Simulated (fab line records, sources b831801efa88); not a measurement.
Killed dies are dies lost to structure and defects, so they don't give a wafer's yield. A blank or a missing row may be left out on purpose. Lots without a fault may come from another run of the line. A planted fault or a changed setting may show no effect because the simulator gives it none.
Chamber matching | flow sky130 | SKY_FIELD_ISO_ETCH_17 on rie_si-02: 4 sister chambers
The step etches Si in HBr/Cl2/O2, target depth 342 nm, time 97.7 s. 4 wafers are shown with their chamber, then 8 later ones without.

WAFERS WITH THEIR CHAMBER
wafer  | chamber | drypump_motor_current_A (A)
L854.6 | 2       | 5.62
L858.5 | 0       | 5.27
L863.3 | 1       | 5.37
L864.3 | 3       | 5.96

WAFERS WITHOUT THEIR CHAMBER
wafer  | drypump_motor_current_A (A)
L864.5 | 5.37
L864.6 | 5.28
L867.2 | 5.39
L867.3 | 5.90
L867.4 | 5.58
L871.1 | 5.26
L871.2 | 5.34
L871.4 | 5.93

WHICH CHAMBER EACH WENT THROUGH
wafer  | from the rows above     | in truth
L864.5 | 1                       | 1
L864.6 | 0                       | 0
L867.2 | 1                       | 1
L867.3 | 3                       | 3
L867.4 | 2                       | 2
L871.1 | 0                       | 0
L871.2 | can't be placed: 1 or 0 | 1
L871.4 | 3                       | 3
Placed correctly: 7 of 8. Can't be placed from these rows: 1 (the true chamber is among the candidates in 1). Placed wrongly: 0.
How it was worked out, from the rows above alone: a wafer's distance from a chamber is the root of the sum, over the readings, of the square of ((its reading less the chamber's mean) divided by the reading's scatter). The wafer belongs to the nearest chamber; if the next one is less than 2 further off, it can't be placed. A chamber's mean is the mean of its shown wafers. The scatter: with one shown wafer a chamber, the root of the mean of the squares of how far each hidden wafer lies from its nearest shown one.
